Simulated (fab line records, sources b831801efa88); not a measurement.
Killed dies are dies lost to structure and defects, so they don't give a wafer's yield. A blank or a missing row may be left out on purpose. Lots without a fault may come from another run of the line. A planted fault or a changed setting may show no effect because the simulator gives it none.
fab line records | flow gf180mcu
record lots=12 wafers=36 last_day=34
route steps=602 shown CONTACT@311 M1@329 V1@350 M2@362
lots that met no fault: from a run of the same line without faults
start_h: hours from the record's first day to the start of the lot's first wafer shown | wait_h: hours since the lot's step before | " the same as in the row above | L1.1+2: a row that stands for several wafers | - no value, or no start given | * or withheld: withheld | < > ~ a bound
route shown NAME@n: a module of which the file shows steps, and the number in the route of the first | usual: mean/standard deviation of fault-free wafers | same: alike in all rows | chamber/n: place in a boat | sites: the reading at each site | _std_site: their standard deviation | _edge_site: outer sites' mean less inner sites' | radius_mm: how far each site lies from the wafer's centre | mask NAME#n: copy n | behind: the tool/chamber that last shaped the wafer | hold: why the lot was held/for how many hours/how that ended | device: the transistor (n, p or np) that didn't switch | end of line: the same wafers' tests at the end of the route | a step without rows: its recipe alone | killed: dies lost to structure and defects at the first sort, not the wafer's yield | map: a wafer's dies, x killed, . not, _ none there
set.NAME: the setting as run; set.NAME@STEP: as run at that earlier step | model.NAME: the simulator's own value behind a step, which no gauge read
steps of the route over a sample of lots; a table a step, a row a wafer
services: from which hour (start_h, from the record's first day; less than 0 if before it) a tool's chamber was out of use, for how many hours, and why
## steps
# step GF_CONTACT_CVD_24
# recipe material=W target_thk_nm=300 time_s=90.339 temp_c=400 pressure_torr=40
# usual chamber_pressure_Torr=40.01/0.076 heater_power_w=820/92 susceptor_temp_C=400.02/0.23
# columns lot.wafer tool chamber start_h wait_h chamber_pressure_Torr heater_power_w susceptor_temp_C
L503.2 cvd_w-01 1 372.86 0.1 40.10 785 400.41
L503.3 " 1 " " 40.09 791 400.20
L503.5 " 1 " " 40.03 782 400.45
L506.1 cvd_w-01 1 396.78 0.0 39.96 791 400.11
L506.2 " 0 " " 40.09 807 399.89
L506.5 " 0 " " 39.89 809 399.67
L507.2 cvd_w-01 1 399.53 0.0 40.01 781 400.22
L507.4 " 0 " " 40.01 806 400.08
L507.6 " 0 " " 39.93 807 400.11
L508.1 cvd_w-02 1 421.37 0.0 40.02 695 399.78
L508.3 " 1 " " 39.96 702 399.89
L508.4 " 0 " " 40.00 961 400.31
L510.2 cvd_w-01 1 423.48 0.0 40.01 798 399.88
L510.5 " 0 " " 40.04 834 399.82
L510.6 " 1 " " 39.98 796 399.90
L509.1 cvd_w-02 0 424.30 0.0 40.04 1007 399.89
L509.3 " 0 " " 40.04 999 400.06
L509.4 " 1 " " 39.89 692 400.16
L511.2 cvd_w-01 0 445.47 0.0 40.05 818 400.14
L511.3 " 0 " " 39.91 815 399.90
L511.5 " 1 " " 40.09 768 399.87
L514.3 cvd_w-01 1 457.47 0.1 40.00 787 399.78
L514.4 " 0 " " 40.06 808 400.04
L514.6 " 1 " " 39.98 803 399.39
L515.2 cvd_w-02 0 476.89 0.0 40.05 1000 400.25
L515.4 " 0 " " 40.14 1001 399.74
L515.6 " 1 " " 40.14 698 400.10
L519.1 cvd_w-01 0 501.53 0.0 40.12 803 400.13
L519.3 " 0 " " 40.14 819 400.23
L519.6 " 1 " " 46.32 798 399.98
L522.1 cvd_w-01 1 524.08 0.0 46.54 797 399.87
L522.5 " 0 " " 40.00 842 400.00
L522.6 " 1 " " 46.52 825 400.34
L526.1 cvd_w-02 0 566.17 0.0 39.96 1016 399.65
L526.4 " 1 " " 40.17 700 399.55
L526.5 " 0 " " 39.90 993 399.78
# step GF_CONTACT_RS_MEAS_25
# recipe thk_meas_gauge=four-point-probe reads=W_of_CONTACT_CVD_24+TiN_of_CONTACT_SPUTTER_23+Ti_of_CONTACT_SPUTTER_22
# usual CONTACT_W_RS=0.380/0.0051
# columns lot.wafer tool chamber start_h wait_h hold CONTACT_W_RS[ohm/sq]
L503.2 film_metro-02 - 373.04 0.2 - 0.373
L503.3 " - " " - 0.375
L503.5 " - " " - 0.378
L506.1 film_metro-02 - 396.88 0.1 - 0.374
L506.2 " - " " - 0.377
L506.5 " - " " - 0.372
L507.2 film_metro-04 - 399.65 0.1 - 0.370
L507.4 " - " " - 0.381
L507.6 " - " " - 0.383
L508.1 film_metro-04 - 421.47 0.1 - 0.380
L508.3 " - " " - 0.384
L508.4 " - " " - 0.384
L510.2 film_metro-04 - 423.65 0.1 - 0.378
L510.5 " - " " - 0.376
L510.6 " - " " - 0.378
L509.1 film_metro-04 - 424.40 0.1 - 0.381
L509.3 " - " " - 0.380
L509.4 " - " " - 0.380
L511.2 film_metro-02 - 445.59 0.1 - 0.377
L511.3 " - " " - 0.373
L511.5 " - " " - 0.372
L514.3 film_metro-02 - 457.58 0.1 - 0.375
L514.4 " - " " - 0.380
L514.6 " - " " - 0.376
L515.2 film_metro-02 - 477.01 0.1 - 0.389
L515.4 " - " " - 0.385
L515.6 " - " " - 0.392
L519.1 film_metro-04 - 501.63 0.1 await_dispo/0.2h/release 0.382
L519.3 " - " " await_dispo/0.2h/release 0.382
L519.6 " - " " await_dispo/0.2h/release 0.352
L519.1 film_metro-04 - 502.06 0.4 - 0.382
L519.3 " - " " - 0.382
L519.6 " - " " - 0.351
L522.1 film_metro-02 - 524.18 0.1 await_dispo/0.2h/release 0.345
L522.5 " - " " await_dispo/0.2h/release 0.379
L522.6 " - " " await_dispo/0.2h/release 0.347
L522.1 film_metro-02 - 524.49 0.3 - 0.345
L522.5 " - " " - 0.378
L522.6 " - " " - 0.347
L526.1 film_metro-02 - 566.27 0.1 - 0.378
L526.4 " - " " - 0.383
L526.5 " - " " - 0.382
# step GF_CONTACT_THK_MEAS_26
# recipe thk_meas_gauge=xrf reads=W_of_CONTACT_CVD_24
# usual CONTACT_W_THK=301/4.3
# columns lot.wafer tool chamber start_h wait_h hold CONTACT_W_THK[nm]
L503.2 film_metro-02 - 373.15 0.1 - 307
L503.3 " - " " - 305
L503.5 " - " " - 304
L506.1 film_metro-02 - 397.00 0.1 - 305
L506.2 " - " " - 300
L506.5 " - " " - 306
L507.2 film_metro-04 - 399.76 0.1 - 311
L507.4 " - " " - 303
L507.6 " - " " - 301
L508.1 film_metro-04 - 421.59 0.1 - 303
L508.3 " - " " - 301
L508.4 " - " " - 301
L510.2 film_metro-04 - 423.76 0.1 - 305
L510.5 " - " " - 305
L510.6 " - " " - 307
L509.1 film_metro-04 - 424.52 0.1 - 303
L509.3 " - " " - 304
L509.4 " - " " - 305
L511.2 film_metro-02 - 445.70 0.1 - 304
L511.3 " - " " - 308
L511.5 " - " " - 306
L514.3 film_metro-02 - 457.68 0.1 - 306
L514.4 " - " " - 303
L514.6 " - " " - 305
L515.2 film_metro-02 - 477.12 0.1 - 296
L515.4 " - " " - 299
L515.6 " - " " - 295
L519.1 film_metro-04 - 504.18 2.1 await_dispo/0.2h/release 303
L519.3 " - " " await_dispo/0.2h/release 303
L519.6 " - " " await_dispo/0.2h/release 330
L519.1 film_metro-04 - 504.41 0.2 - 303
L519.3 " - " " - 302
L519.6 " - " " - 328
L522.1 film_metro-02 - 526.15 1.6 await_dispo/0.2h/release 333
L522.5 " - " " await_dispo/0.2h/release 304
L522.6 " - " " await_dispo/0.2h/release 331
L522.1 film_metro-02 - 526.38 0.2 - 332
L522.5 " - " " - 303
L522.6 " - " " - 330
L526.1 film_metro-02 - 566.39 0.1 - 303
L526.4 " - " " - 299
L526.5 " - " " - 298
# step GF_M1_CD_MEAS_14
# recipe target_cd_nm=230
# usual cd_nm=229.5/1
# columns lot.wafer tool chamber start_h wait_h cd_nm
L503.2 cd_sem-01 - 396.84 0.1 231.2
L503.3 " - " " 229.2
L503.5 " - " " 229.9
L506.1 cd_sem-01 - 421.50 0.1 230.0
L506.2 " - " " 230.6
L506.5 " - " " 229.3
L507.2 cd_sem-02 - 423.82 0.1 229.8
L507.4 " - " " 229.6
L507.6 " - " " 230.6
L508.1 cd_sem-02 - 446.15 0.1 227.4
L508.3 " - " " 229.0
L508.4 " - " " 227.4
L510.2 cd_sem-02 - 448.42 0.1 229.3
L510.5 " - " " 229.4
L510.6 " - " " 229.8
L509.1 cd_sem-02 - 449.65 0.1 228.9
L509.3 " - " " 228.3
L509.4 " - " " 228.5
L511.2 cd_sem-01 - 470.47 0.1 229.1
L511.3 " - " " 230.8
L511.5 " - " " 230.2
L514.3 cd_sem-01 - 482.39 0.1 229.4
L514.4 " - " " 231.2
L514.6 " - " " 231.1
L515.2 cd_sem-01 - 502.22 0.1 229.6
L515.4 " - " " 228.7
L515.6 " - " " 229.2
L519.1 cd_sem-02 - 526.07 0.1 227.7
L519.3 " - " " 228.6
L519.6 " - " " 229.1
L522.1 cd_sem-01 - 547.72 0.1 229.9
L522.5 " - " " 228.3
L522.6 " - " " 228.4
L526.1 cd_sem-01 - 589.10 0.1 228.9
L526.4 " - " " 230.3
L526.5 " - " " 229.7
# step GF_V1_OVL_MEAS_15
# usual V1_OVL=-1/5.1
# columns lot.wafer tool chamber start_h wait_h V1_OVL[nm]
L503.2 overlay-02 - 421.83 0.1 -1
L503.3 " - " " 1
L503.5 " - " " 7
L506.1 overlay-02 - 447.47 0.1 3
L506.2 " - " " -2
L506.5 " - " " 2
L507.2 overlay-02 - 449.98 0.1 -2
L507.4 " - " " -3
L507.6 " - " " 5
L508.1 overlay-01 - 471.22 0.1 5
L508.3 " - " " 8
L508.4 " - " " 3
L510.2 overlay-02 - 473.25 0.1 -4
L510.5 " - " " -2
L510.6 " - " " -3
L509.1 overlay-02 - 475.34 0.1 -8
L509.3 " - " " -6
L509.4 " - " " -8
L511.2 overlay-02 - 496.34 0.1 3
L511.3 " - " " -6
L511.5 " - " " 0
L514.3 overlay-01 - 507.43 0.1 -3
L514.4 " - " " -2
L514.6 " - " " -5
L515.2 overlay-02 - 527.08 0.1 -16
L515.4 " - " " -7
L515.6 " - " " -10
L519.1 overlay-02 - 550.57 0.1 11
L519.3 " - " " 3
L519.6 " - " " 5
L522.1 overlay-02 - 570.97 0.1 -2
L522.5 " - " " -6
L522.6 " - " " 0
L526.1 overlay-01 - 611.47 0.1 10
L526.4 " - " " -1
L526.5 " - " " 4
# step GF_M2_SPUTTER_00
# recipe material=Ti target_thk_nm=37.5 arriving_ion_energy_ev=80 substrate_temp_c=200 chamber_pressure_pa=2 power_w=4000 time_s=150
# usual throttle_valve_pct=30.1/1.6
# columns lot.wafer tool chamber start_h wait_h throttle_valve_pct
L503.2 pvd_sputter-02 - 423.21 0.1 31.0
L503.3 " - " " 32.2
L503.5 " - " " 31.7
L506.1 pvd_sputter-01 - 448.86 0.1 28.3
L506.2 " - " " 32.6
L506.5 " - " " 30.1
L507.2 pvd_sputter-04 - 451.42 0.1 31.4
L507.4 " - " " 30.6
L507.6 " - " " 31.6
L508.1 pvd_sputter-01 - 472.73 0.2 27.4
L508.3 " - " " 30.4
L508.4 " - " " 28.3
L510.2 pvd_sputter-01 - 474.73 0.2 30.4
L510.5 " - " " 30.3
L510.6 " - " " 32.3
L509.1 pvd_sputter-02 - 476.85 0.2 28.8
L509.3 " - " " 29.6
L509.4 " - " " 30.8
L511.2 pvd_sputter-04 - 498.06 0.1 31.3
L511.3 " - " " 31.4
L511.5 " - " " 31.4
L514.3 pvd_sputter-02 - 508.86 0.1 29.0
L514.4 " - " " 30.7
L514.6 " - " " 31.7
L515.2 pvd_sputter-01 - 528.56 0.1 32.3
L515.4 " - " " 27.4
L515.6 " - " " 30.3
L519.1 pvd_sputter-01 - 551.96 0.2 27.4
L519.3 " - " " 28.2
L519.6 " - " " 27.3
L522.1 pvd_sputter-04 - 572.37 0.2 31.4
L522.5 " - " " 30.3
L522.6 " - " " 31.5
L526.1 pvd_sputter-01 - 612.86 0.2 30.5
L526.4 " - " " 28.2
L526.5 " - " " 28.1
## services
# columns tool chamber start_h hours kind
cvd_w-01 1 354.12 9.1 repair
pvd_sputter-01 1 354.58 - consumable_replace:kit
pvd_sputter-01 1 354.58 18.0 scheduled_down
pvd_sputter-01 1 354.58 18.0 vent_cycle
cvd_w-01 0 364.84 9.4 repair
pvd_sputter-01 - 389.82 0.6 repair
cvd_w-02 - 390.00 14.0 pm
cvd_w-02 0 390.00 14.0 vent_cycle
cvd_w-02 1 390.00 14.0 vent_cycle
cvd_w-01 - 404.75 0.4 repair
pvd_sputter-01 - 405.68 0.8 repair
cvd_w-01 - 416.21 1.5 repair
pvd_sputter-04 - 445.56 0.9 repair
pvd_sputter-04 - 448.54 0.8 repair
pvd_sputter-01 0 497.25 - consumable_replace:kit
pvd_sputter-01 0 497.25 18.0 scheduled_down
pvd_sputter-01 0 497.25 18.0 vent_cycle
cvd_w-01 - 522.45 1.6 repair
cvd_w-01 - 550.91 6.0 pm
pvd_sputter-02 - 557.69 23.7 repair
cvd_w-01 - 558.60 11.1 repair
pvd_sputter-02 - 566.37 4.5 repair
cvd_w-02 - 593.63 2.8 pm
pvd_sputter-01 - 606.07 0.5 repair
## key
first_sign step=GF_CONTACT_CVD_24 reading=chamber_pressure_Torr direction=up sigmas=85 usual=40.01 struck=46.46
effect step=GF_CONTACT_RS_MEAS_25 reading=visit direction=added
effect step=GF_CONTACT_RS_MEAS_25 reading=CONTACT_W_RS direction=down sigmas=6.4 usual=0.380 struck=0.348
effect step=GF_CONTACT_THK_MEAS_26 reading=visit direction=added
effect step=GF_CONTACT_THK_MEAS_26 reading=CONTACT_W_THK direction=up sigmas=7 usual=301 struck=331
met_at GF_CONTACT_CVD_24
struck_lots L519,L522
struck_wafers L519.6,L522.1,L522.6
tester_left_out L519,L522
not_acting_at GF_M1_CD_MEAS_14,GF_V1_OVL_MEAS_15,GF_M2_SPUTTER_00
onset_between 457.47 501.53
fault kind=process_parameter_drift tool=cvd_w-01 chamber=1 onset_h=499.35 steps=GF_CONTACT_CVD_24 channel=pressure_torr offset=6.3845 shape=step end_h=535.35 acts_in=these_recipes_only stated=40
# tester_left_out: of these lots the tester's yield and bins aren't shown, on N5 and GAA mostly nor the transistor test; their killed dies are dies lost to structure and defects alone, not to doping, threshold or leakage, so they don't give the yield
